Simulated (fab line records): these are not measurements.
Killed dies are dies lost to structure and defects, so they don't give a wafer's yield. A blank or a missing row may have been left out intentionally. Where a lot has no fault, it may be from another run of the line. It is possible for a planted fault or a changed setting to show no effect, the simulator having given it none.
Struck lot and sound lot, side by side || flow sky130 || 15 steps out of a route of 708
Sound: the wafers L169.2, L169.3, L169.5. Wafers struck: L176.1, L176.2, L176.3. The cause is named last.
Per side, at each step with rows, come the tool, then ch with its chambers, and then its first start. Under that, the readings that differ: sound wafers || struck wafers || difference of the means || sigmas: that difference in standard deviations of wafers without a fault.
alike: readings with means less than 2 such deviations apart, plus words and numbers identical on both sides. not compared: withheld readings, readings lacking a value on some wafer, bounds such as >300 that could conceal the same value, and numbers that have no deviation in the record and whose values overlap.
The two part at a step that has a row with sigmas, a row that says differs or no value, or rows on one side only. Numbers that have no deviation but don't overlap get no sigmas and don't part them. A reading that every wafer of one side lacks parts them only if that side has two wafers or more.

first, 4 steps without rows for these wafers: SKY_LDD_N_SOFTBAKE_03 (time 60 s); SKY_LDD_N_EXPOSE_04 (exposes mask NTM, target cd 840 nm); SKY_LDD_N_PEB_05; SKY_LDD_N_DEVELOP_06 (develop time 60 s).
SKY_LDD_N_OVL_MEAS_07:
  struck on overlay-01, day 21 19:20; sound on overlay-02, day 20 18:27
  alike: LDD_N_OVL
then, 7 steps without rows for these wafers: SKY_LDD_N_IMPLANT_08; SKY_LDD_N_IMPLANT_09; SKY_LDD_N_IMPLANT_10; SKY_LDD_N_IMPLANT_11; SKY_LDD_N_IMPLANT_12; SKY_LDD_N_IMPLANT_13; SKY_LDD_N_IMPLANT_14.
SKY_LDD_N_IMPLANT_15:
  sound on implanter-02 ch 0, day 20 19:34; struck on implanter-02 ch 0, day 21 20:26
{"reading": "dose_ions_cm2", "sound": "5.004e+12 5.007e+12 4.999e+12", "struck": "7.696e+12 7.702e+12 7.705e+12", "difference": "+2.698e+12", "sigmas": "+99 or more"}
{"reading": "faraday_current_uA", "sound": "28.6 27.8 27.4", "struck": "43.8 42.3 41.9", "difference": "+14.7", "sigmas": "+27"}
SKY_LDD_N_STRIP_16: strips in O2/N2.
  sound on plasma_asher-03 ch 0,1, day 20 19:41; struck on plasma_asher-02 ch 0,1, day 21 20:35
  alike: drypump_motor_current_A, n2_flow_sccm, oes_product_au, strip_time_to_endpoint_s
  not compared: rf_hours_counter_h
-- a jump in the record: the struck wafers' starts before and after are 27 days apart (it breaks off in module LDD_N and resumes in module PAD_OPEN, where the first step shown is number 708 of the route) --
SKY_PAD_OPEN_PROBE_99:
  struck on prober-02, day 48 14:26; sound on prober-02, day 47 20:13
{"reading": "model.etest.tip_n.rs_ohm_sq", "sound": "440.8 439.2 443.3", "struck": "451.9 453.5 449.3", "difference": "+10.5", "sigmas": ""}
{"reading": "model.etest.nfet_01v8_turned.vt_sat_v (V)", "sound": "0.6416 0.6497 0.6589", "struck": "0.6971 0.6892 0.699", "difference": "+0.0450", "sigmas": ""}
{"reading": "model.etest.nfet_01v8_turned.vt_v (V)", "sound": "0.6936 0.7021 0.7067", "struck": "0.7244 0.7224 0.7298", "difference": "+0.0247", "sigmas": ""}
{"reading": "model.etest.nfet_01v8_lvt.vt_sat_v (V)", "sound": "0.5285 0.5362 0.5492", "struck": "0.5626 0.5516 0.5644", "difference": "+0.0216", "sigmas": ""}
{"reading": "model.etest.nfet_01v8_lvt.vt_v (V)", "sound": "0.6036 0.6065 0.6168", "struck": "0.6233 0.6204 0.6326", "difference": "+0.0165", "sigmas": ""}
  alike: killed_at_M0_to_M3, killed_at_M4_up, killed_at_contacts, killed_at_front_end, killed_at_other, killed_dies, killed_open, killed_short

WHERE THEY PART
SKY_LDD_N_IMPLANT_15 only, going by this record. Later steps at which nothing parts them and some readings are alike: SKY_LDD_N_STRIP_16, SKY_PAD_OPEN_PROBE_99.

WHY: what had been put in by the simulator
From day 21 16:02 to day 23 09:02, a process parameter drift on implanter-02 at SKY_LDD_N_IMPLANT_15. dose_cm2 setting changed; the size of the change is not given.
